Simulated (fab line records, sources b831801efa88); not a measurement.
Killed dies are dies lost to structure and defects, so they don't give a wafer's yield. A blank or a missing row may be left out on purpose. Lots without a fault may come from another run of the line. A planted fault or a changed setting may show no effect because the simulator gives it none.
Chamber matching | flow gf180mcu | GF_PASSIVATION_ETCH_11 on rie_diel-03: 4 sister chambers
The step etches the open film in CF4/O2, stops on TiN, target depth 1800 nm, time 400 s. 14 wafers are shown with their chamber, then 7 later ones without.

WAFERS WITH THEIR CHAMBER
wafer  | chamber | drypump_motor_current_A (A) | throttle_valve_pct (%) | oes_product_au (a.u.)
L075.2 | 0       | 6.00                        | 5.948                  | 0.968
L075.4 | 0       | 6.02                        | 5.976                  | 0.967
L075.5 | 1       | 6.24                        | 5.965                  | 0.966
L076.2 | 0       | 6.02                        | 5.940                  | 0.958
L076.4 | 1       | 6.22                        | 5.963                  | 0.966
L076.5 | 0       | 6.02                        | 5.948                  | 0.978
L085.2 | 2       | 5.83                        | 5.968                  | 0.960
L085.3 | 1       | 6.24                        | 5.968                  | 0.966
L085.5 | 1       | 6.24                        | 5.970                  | 0.966
L088.2 | 1       | 6.24                        | 5.944                  | 0.964
L088.3 | 3       | 5.63                        | 5.946                  | 0.963
L088.6 | 2       | 5.78                        | 5.974                  | 0.985
L092.2 | 0       | 5.98                        | 5.952                  | 0.952
L092.3 | 1       | 6.23                        | 5.949                  | 0.963

SIGNATURES (means of the wafers above)
reading                 | chamber 0 | chamber 1 | chamber 2 | chamber 3 | scatter within a chamber
drypump_motor_current_A | 6.0080    | 6.2350    | 5.8050    | 5.6300    | 0.017
throttle_valve_pct      | 5.95280   | 5.95983   | 5.97100   | 5.94600   | 0.0116
oes_product_au          | 0.96460   | 0.96517   | 0.97250   | 0.96300   | 0.00849
Rule: a wafer's distance from a chamber is the root of the sum, over the readings, of the square of ((its reading less the chamber's mean) divided by the reading's scatter). The wafer belongs to the nearest chamber; if the next one is less than 2 further off, it can't be placed. The scatter: the root of (the sum of the squares of (reading less its chamber's mean) over the shown wafers, divided by (wafers less chambers)).

WAFERS WITHOUT THEIR CHAMBER
wafer  | drypump_motor_current_A (A) | throttle_valve_pct (%) | oes_product_au (a.u.)
L092.5 | 5.78                        | 5.949                  | 0.970
L093.1 | 5.81                        | 5.963                  | 0.965
L093.3 | 6.02                        | 5.967                  | 0.966
L093.6 | 5.99                        | 5.969                  | 0.964
L094.2 | 6.25                        | 5.958                  | 0.966
L094.5 | 5.65                        | 5.963                  | 0.970
L094.6 | 5.83                        | 5.956                  | 0.974

WHICH CHAMBER EACH WENT THROUGH
wafer  | from the rows above | in truth
L092.5 | 2                   | 2
L093.1 | 2                   | 2
L093.3 | 0                   | 0
L093.6 | 0                   | 0
L094.2 | 1                   | 1
L094.5 | 3                   | 3
L094.6 | 2                   | 2
Placed correctly: 7 of 7. Can't be placed from these rows: 0. Placed wrongly: 0.
